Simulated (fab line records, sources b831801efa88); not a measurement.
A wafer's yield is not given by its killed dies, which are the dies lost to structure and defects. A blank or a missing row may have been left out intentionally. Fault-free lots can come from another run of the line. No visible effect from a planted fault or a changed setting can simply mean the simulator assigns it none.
fab line records + flow sfq_line + part 2 of 2: steps 26 to 37 of 37
record
- lots=5
- wafers=15
- last_day=91
route steps=325 shown M4@157 I4@163 JJ@178
lots that met no fault: taken from a fault-free run of the same line
start_h: start of the lot's first displayed wafer, in hours after the record's first day + wait_h: hours elapsed since this lot's preceding step + " unchanged from the row above + L1.1+2: a single row standing in for several wafers + - value missing, or start not given + * or withheld: withheld + < > ~ a bound
route shown NAME@n: a module of which the file shows steps, and the number in the route of the first + usual: mean/standard deviation of fault-free wafers + same: alike in all rows + chamber/n: place in a boat + sites: per-site readings + _std_site: standard deviation across them + _edge_site: mean of outer sites minus mean of inner sites + radius_mm: for every site, how far away it sits from the centre of the wafer + mask NAME#n: copy n + behind: the tool/chamber that last shaped the wafer + hold: the reason the lot was held/the length of the hold in hours/how it ended + device: whichever transistor did not switch (one of n, p or np) + end of line: tests of these same wafers at the route's end + a step without rows: its recipe alone + killed: count of dies lost to structure and defects at first sort (not the wafer's yield) + map: a wafer's dies, x killed, . not, _ none there
set.NAME: setting as actually run; set.NAME@STEP: the setting as run at that earlier step + model.NAME: the simulator's own value behind a step, which no gauge read
lots seen at some steps along the route; tables by step, rows by wafer
services: from which hour (start_h, from the record's first day; less than 0 if before it) a tool's chamber was out of use, for how many hours, and why
## steps
# step SFQ_TRILAYER_JJ_TRILAYER_DEP_SPUTTER_112
# recipe
- material=Nb
- base_pressure_pa=1.33e-06
- chamber_pressure_pa=0.1333
- substrate_temp_c=20
- target_thk_nm=170
- power_w=2000
- time_s=113.3
# usual
- base_pressure_pa=1.33e-06/8e-08
- throttle_valve_pct=29.9/0.81
| lot.wafer | tool           | chamber | start_h | wait_h | base_pressure_pa | throttle_valve_pct |
|-----------|----------------|---------|---------|--------|------------------|--------------------|
| L074.1    | pvd_sputter-05 | -       | 1255.79 | 0.5    | 1.41e-06         | 29.1               |
| L074.2    | "              | -       | "       | "      | 1.29e-06         | 30.0               |
| L074.3    | "              | -       | "       | "      | 1.48e-06         | 29.3               |
| L077.3    | pvd_sputter-06 | -       | 1279.97 | 0.5    | 1.31e-06         | 30.3               |
| L077.5    | "              | -       | "       | "      | 1.35e-06         | 30.2               |
| L077.6    | "              | -       | "       | "      | 1.3e-06          | 29.0               |
| L081.2    | pvd_sputter-06 | -       | 1357.55 | 0.5    | 1.13e-06         | 30.3               |
| L081.3    | "              | -       | "       | "      | 1.32e-06         | 30.3               |
| L081.6    | "              | -       | "       | "      | 1.2e-06          | 30.3               |
| L086.1    | pvd_sputter-06 | -       | 1509.96 | 0.5    | 1.23e-06         | 30.3               |
| L086.2    | "              | -       | "       | "      | 1.3e-06          | 28.8               |
| L086.5    | "              | -       | "       | "      | 1.26e-06         | 28.8               |
| L096.1    | pvd_sputter-05 | -       | 1607.70 | 0.5    | 1.28e-06         | 29.7               |
| L096.3    | "              | -       | "       | "      | 1.34e-06         | 30.2               |
| L096.6    | "              | -       | "       | "      | 1.41e-06         | 29.9               |
# step SFQ_JJ_RS_MEAS_929
# recipe
- thk_meas_gauge=four-point-probe
- reads=Nb_of_TRILAYER_JJ_TRILAYER_DEP_SPUTTER_112
# usual
- JJ_NB_RS=1.050/0.012
| lot.wafer | tool          | chamber | start_h | wait_h | JJ_NB_RS[ohm/sq] |
|-----------|---------------|---------|---------|--------|------------------|
| L074.1    | film_metro-02 | -       | 1255.87 | 0.0    | 1.060            |
| L074.2    | "             | -       | "       | "      | 1.044            |
| L074.3    | "             | -       | "       | "      | 1.042            |
| L077.3    | film_metro-03 | -       | 1280.09 | 0.1    | 1.045            |
| L077.5    | "             | -       | "       | "      | 1.052            |
| L077.6    | "             | -       | "       | "      | 1.040            |
| L081.2    | film_metro-02 | -       | 1357.65 | 0.1    | 1.046            |
| L081.3    | "             | -       | "       | "      | 1.056            |
| L081.6    | "             | -       | "       | "      | 1.049            |
| L086.1    | film_metro-01 | -       | 1510.04 | 0.0    | 1.054            |
| L086.2    | "             | -       | "       | "      | 1.080            |
| L086.5    | "             | -       | "       | "      | 1.074            |
| L096.1    | film_metro-01 | -       | 1607.78 | 0.0    | 1.042            |
| L096.3    | "             | -       | "       | "      | 1.033            |
| L096.6    | "             | -       | "       | "      | 1.040            |
# step SFQ_TRILAYER_JJ_CE_LITHO_COAT_119
# recipe
- resist=BARC
- spin_rpm=3000
- resist_thk_nm=62
| lot.wafer  | tool           | chamber | start_h | wait_h |
|------------|----------------|---------|---------|--------|
| L074.1+2+3 | litho_track-02 | 0       | 1256.05 | 0.1    |
| L077.3+5+6 | litho_track-02 | 0       | 1280.33 | 0.1    |
| L081.2+3+6 | litho_track-02 | 0       | 1357.86 | 0.1    |
| L086.1+2+5 | litho_track-01 | 0       | 1510.22 | 0.1    |
| L096.1+3+6 | litho_track-04 | 0       | 1607.96 | 0.1    |
# step SFQ_TRILAYER_JJ_CE_LITHO_COAT_114
# recipe
- resist=KrF
- spin_rpm=3000
- resist_thk_nm=600
| lot.wafer  | tool           | chamber | start_h | wait_h |
|------------|----------------|---------|---------|--------|
| L074.1+2+3 | litho_track-02 | 0       | 1256.35 | 0.2    |
| L077.3+5+6 | litho_track-02 | 0       | 1280.63 | 0.2    |
| L081.2+3+6 | litho_track-02 | 0       | 1358.16 | 0.2    |
| L086.1+2+5 | litho_track-01 | 0       | 1510.52 | 0.2    |
| L096.1+3+6 | litho_track-04 | 0       | 1608.26 | 0.2    |
# step SFQ_TRILAYER_JJ_CE_LITHO_SOFTBAKE_118
# recipe
- temp_c=withheld
- time_s=withheld
- resist=KrF
| lot.wafer  | tool           | chamber | start_h | wait_h |
|------------|----------------|---------|---------|--------|
| L074.1+2+3 | litho_track-02 | 0       | 1256.65 | 0.2    |
| L077.3+5+6 | litho_track-02 | 0       | 1280.88 | 0.2    |
| L081.2+3+6 | litho_track-02 | 0       | 1358.44 | 0.2    |
| L086.1+2+5 | litho_track-01 | 0       | 1510.82 | 0.2    |
| L096.1+3+6 | litho_track-04 | 0       | 1608.56 | 0.2    |
# step SFQ_TRILAYER_JJ_CE_LITHO_EXPOSE_115
# recipe
- mask_id=J5
- na=0.6
- source_shape=conventional
- sigma_outer=0.65
- target_cd_nm=700
- dose_mj=14.4
| lot.wafer  | tool           | chamber | start_h | wait_h | mask |
|------------|----------------|---------|---------|--------|------|
| L074.1+2+3 | krf_scanner-02 | 0       | 1386.25 | -      | J5#0 |
| L077.3+5+6 | krf_scanner-02 | 0       | 1405.85 | -      | J5#0 |
| L081.2+3+6 | krf_scanner-01 | 0       | 1471.77 | -      | J5#0 |
| L086.1+2+5 | krf_scanner-01 | 0       | 1516.52 | -      | J5#0 |
| L096.1+3+6 | krf_scanner-02 | 0       | 1610.57 | -      | J5#0 |
# step SFQ_TRILAYER_JJ_CE_LITHO_PEB_117
# recipe
- peb_temp_c=115
- peb_time_s=60
- resist=KrF
| lot.wafer  | tool           | chamber | start_h | wait_h |
|------------|----------------|---------|---------|--------|
| L074.1+2+3 | litho_track-04 | 0       | 1387.45 | 1.0    |
| L077.3+5+6 | litho_track-02 | 0       | 1406.70 | 0.7    |
| L081.2+3+6 | litho_track-04 | 0       | 1472.80 | 0.8    |
| L086.1+2+5 | litho_track-01 | 0       | 1517.72 | 1.0    |
| L096.1+3+6 | litho_track-02 | 0       | 1611.77 | 1.0    |
# step SFQ_TRILAYER_JJ_CE_LITHO_DEVELOP_116
# recipe
- time_s=60
- resist=KrF
| lot.wafer  | tool           | chamber | start_h | wait_h |
|------------|----------------|---------|---------|--------|
| L074.1+2+3 | litho_track-04 | 0       | 1387.60 | 0.1    |
| L077.3+5+6 | litho_track-02 | 0       | 1406.85 | 0.1    |
| L081.2+3+6 | litho_track-04 | 0       | 1472.95 | 0.1    |
| L086.1+2+5 | litho_track-01 | 0       | 1517.87 | 0.1    |
| L096.1+3+6 | litho_track-02 | 0       | 1611.92 | 0.1    |
# step SFQ_JJ_OVL_MEAS_931
# usual
- J5_OVL=-1/4.5
| lot.wafer | tool       | chamber | start_h | wait_h | J5_OVL[nm] |
|-----------|------------|---------|---------|--------|------------|
| L074.1    | overlay-01 | -       | 1387.75 | 0.1    | -7         |
| L074.2    | "          | -       | "       | "      | -13        |
| L074.3    | "          | -       | "       | "      | -7         |
| L077.3    | overlay-01 | -       | 1406.96 | 0.1    | 1          |
| L077.5    | "          | -       | "       | "      | 1          |
| L077.6    | "          | -       | "       | "      | 1          |
| L081.2    | overlay-01 | -       | 1473.08 | 0.1    | 0          |
| L081.3    | "          | -       | "       | "      | -2         |
| L081.6    | "          | -       | "       | "      | -4         |
| L086.1    | overlay-01 | -       | 1518.02 | 0.1    | 3          |
| L086.2    | "          | -       | "       | "      | -9         |
| L086.5    | "          | -       | "       | "      | 1          |
| L096.1    | overlay-01 | -       | 1612.07 | 0.1    | -1         |
| L096.3    | "          | -       | "       | "      | 0          |
| L096.6    | "          | -       | "       | "      | -2         |
# step SFQ_TRILAYER_JJ_CE_METRO_MEASURE_117
# usual
- cd_nm=700.4/1.3
| lot.wafer | tool      | chamber | start_h | wait_h | cd_nm |
|-----------|-----------|---------|---------|--------|-------|
| L074.1    | cd_sem-02 | -       | 1387.78 | 0.0    | 702.5 |
| L074.2    | "         | -       | "       | "      | 702.7 |
| L074.3    | "         | -       | "       | "      | 701.7 |
| L077.3    | cd_sem-01 | -       | 1407.38 | 0.4    | 699.3 |
| L077.5    | "         | -       | "       | "      | 697.9 |
| L077.6    | "         | -       | "       | "      | 700.5 |
| L081.2    | cd_sem-01 | -       | 1473.31 | 0.2    | 700.5 |
| L081.3    | "         | -       | "       | "      | 699.9 |
| L081.6    | "         | -       | "       | "      | 699.6 |
| L086.1    | cd_sem-02 | -       | 1518.05 | 0.0    | 700.1 |
| L086.2    | "         | -       | "       | "      | 699.6 |
| L086.5    | "         | -       | "       | "      | 700.0 |
| L096.1    | cd_sem-01 | -       | 1612.10 | 0.0    | 701.1 |
| L096.3    | "         | -       | "       | "      | 700.5 |
| L096.6    | "         | -       | "       | "      | 702.2 |
# step SFQ_TRILAYER_JJ_CE_BARC_OPEN_RIE_150
# recipe
- mask_material=PR
- chemistry=O2
- target_depth_nm=240
- target=BARC
- icp_w=600
- bias_w=80
- pressure_mtorr=10
- time_s=80
# usual
- drypump_motor_current_A=6.0/0.47
- he_backside_leak_sccm=3.51/0.21
- oes_product_au=0.538/0.0046
| lot.wafer | tool         | chamber | start_h | wait_h | drypump_motor_current_A | he_backside_leak_sccm | oes_product_au | rf_hours_counter_h |
|-----------|--------------|---------|---------|--------|-------------------------|-----------------------|----------------|--------------------|
| L074.1    | rie_metal-02 | 0       | 1388.98 | 1.0    | 6.0                     | 3.55                  | 0.537          | 46                 |
| L074.2    | "            | 0       | "       | "      | 6.0                     | 3.63                  | 0.537          | -                  |
| L074.3    | "            | 0       | "       | "      | 6.0                     | 3.53                  | 0.539          | -                  |
| L077.3    | rie_metal-01 | 0       | 1408.21 | 0.6    | 5.4                     | 3.33                  | 0.529          | -                  |
| L077.5    | "            | 1       | "       | "      | 5.6                     | 3.74                  | 0.533          | -                  |
| L077.6    | "            | 0       | "       | "      | 5.4                     | 3.50                  | 0.541          | -                  |
| L081.2    | rie_metal-01 | 1       | 1474.31 | 0.8    | 5.6                     | 3.62                  | 0.535          | 57                 |
| L081.3    | "            | 1       | "       | "      | 5.6                     | 3.59                  | 0.541          | -                  |
| L081.6    | "            | 0       | "       | "      | 5.4                     | 3.32                  | 0.537          | -                  |
| L086.1    | rie_metal-02 | 0       | 1519.25 | 1.0    | 6.1                     | 3.71                  | 0.536          | 65                 |
| L086.2    | "            | 1       | "       | "      | 5.6                     | 3.12                  | 0.534          | 13                 |
| L086.5    | "            | 0       | "       | "      | 6.1                     | 3.62                  | 0.542          | -                  |
| L096.1    | rie_metal-02 | 0       | 1613.30 | 1.0    | 6.0                     | 3.58                  | 0.532          | 78                 |
| L096.3    | "            | 1       | "       | "      | 5.6                     | 3.18                  | 0.534          | -                  |
| L096.6    | "            | 0       | "       | "      | 6.0                     | 3.57                  | 0.539          | -                  |
# step SFQ_TRILAYER_JJ_CE_ETCH_RIE_118
# recipe
- target=Nb
- stop_on=Al2O3
- mask_material=PR
- taper_deg=13.257
- over_etch_frac=0.15
- time_s=97.7
- chemistry=SF6
- target_depth_nm=170
- icp_w=600
- bias_w=80
- pressure_mtorr=10
# usual
- drypump_motor_current_A=6.0/0.47
- he_backside_leak_sccm=3.50/0.26
- oes_product_au=0.987/0.0069
| lot.wafer | tool         | chamber | start_h | wait_h | drypump_motor_current_A | he_backside_leak_sccm | oes_product_au | rf_hours_counter_h |
|-----------|--------------|---------|---------|--------|-------------------------|-----------------------|----------------|--------------------|
| L074.1    | rie_metal-02 | 0       | 1389.16 | 0.2    | 6.0                     | 3.43                  | 0.991          | 47                 |
| L074.2    | "            | 0       | "       | "      | 6.1                     | 3.36                  | 0.992          | -                  |
| L074.3    | "            | 0       | "       | "      | 6.0                     | 3.49                  | 0.993          | -                  |
| L077.3    | rie_metal-01 | 0       | 1408.31 | 0.1    | 5.4                     | 3.41                  | 0.981          | -                  |
| L077.5    | "            | 1       | "       | "      | 5.6                     | 3.60                  | 0.983          | -                  |
| L077.6    | "            | 0       | "       | "      | 5.4                     | 3.49                  | 0.992          | -                  |
| L081.2    | rie_metal-01 | 1       | 1474.40 | 0.1    | 5.6                     | 3.80                  | 0.968          | 57                 |
| L081.3    | "            | 1       | "       | "      | 5.6                     | 3.59                  | 0.988          | -                  |
| L081.6    | "            | 0       | "       | "      | 5.4                     | 3.59                  | 0.987          | -                  |
| L086.1    | rie_metal-02 | 0       | 1519.35 | 0.1    | 6.1                     | 3.52                  | 0.992          | 65                 |
| L086.2    | "            | 1       | "       | "      | 5.6                     | 3.28                  | 0.981          | 13                 |
| L086.5    | "            | 0       | "       | "      | 6.1                     | 3.38                  | 0.984          | -                  |
| L096.1    | rie_metal-02 | 0       | 1613.39 | 0.1    | 6.0                     | 3.39                  | 0.980          | 78                 |
| L096.3    | "            | 1       | "       | "      | 5.6                     | 3.28                  | 0.999          | -                  |
| L096.6    | "            | 0       | "       | "      | 6.0                     | 3.52                  | 0.983          | -                  |
## services
| tool           | chamber | start_h | hours | kind   |
|----------------|---------|---------|-------|--------|
| pvd_sputter-05 | -       | 1094.63 | 5.5   | repair |
| rie_diel-04    | 3       | 1103.78 | 4.7   | repair |
| rie_diel-04    | 0       | 1128.54 | 14.8  | repair |
| rie_diel-04    | 3       | 1142.68 | 7.8   | repair |
| rie_metal-01   | -       | 1163.95 | 0.2   | repair |
| pvd_sputter-05 | -       | 1169.74 | 3.4   | repair |
| pvd_sputter-05 | -       | 1191.68 | 16.7  | repair |
| rie_metal-02   | 1       | 1210.74 | 22.7  | repair |
| rie_diel-04    | -       | 1211.50 | 0.2   | repair |
| pvd_sputter-06 | -       | 1226.30 | 7.5   | repair |
| pvd_sputter-06 | -       | 1246.08 | 4.5   | repair |
| pvd_sputter-06 | -       | 1258.48 | 2.2   | repair |
| pvd_sputter-05 | -       | 1282.59 | 19.4  | repair |
| pvd_sputter-06 | -       | 1324.96 | 0.8   | repair |
| rie_metal-01   | -       | 1347.60 | 2.8   | pm     |
| pvd_sputter-06 | -       | 1359.11 | 1.5   | repair |
| rie_metal-02   | 1       | 1365.82 | 9.0   | repair |
| pvd_sputter-06 | -       | 1388.83 | 1.0   | repair |
| pvd_sputter-06 | -       | 1409.50 | 4.4   | repair |
| rie_metal-02   | -       | 1410.08 | 14.6  | pm     |
| rie_metal-02   | 1       | 1442.55 | 1.7   | repair |
| pvd_sputter-06 | -       | 1498.62 | 0.5   | repair |
| pvd_sputter-06 | -       | 1527.81 | 1.7   | repair |
| rie_metal-01   | 1       | 1554.49 | 14.8  | repair |
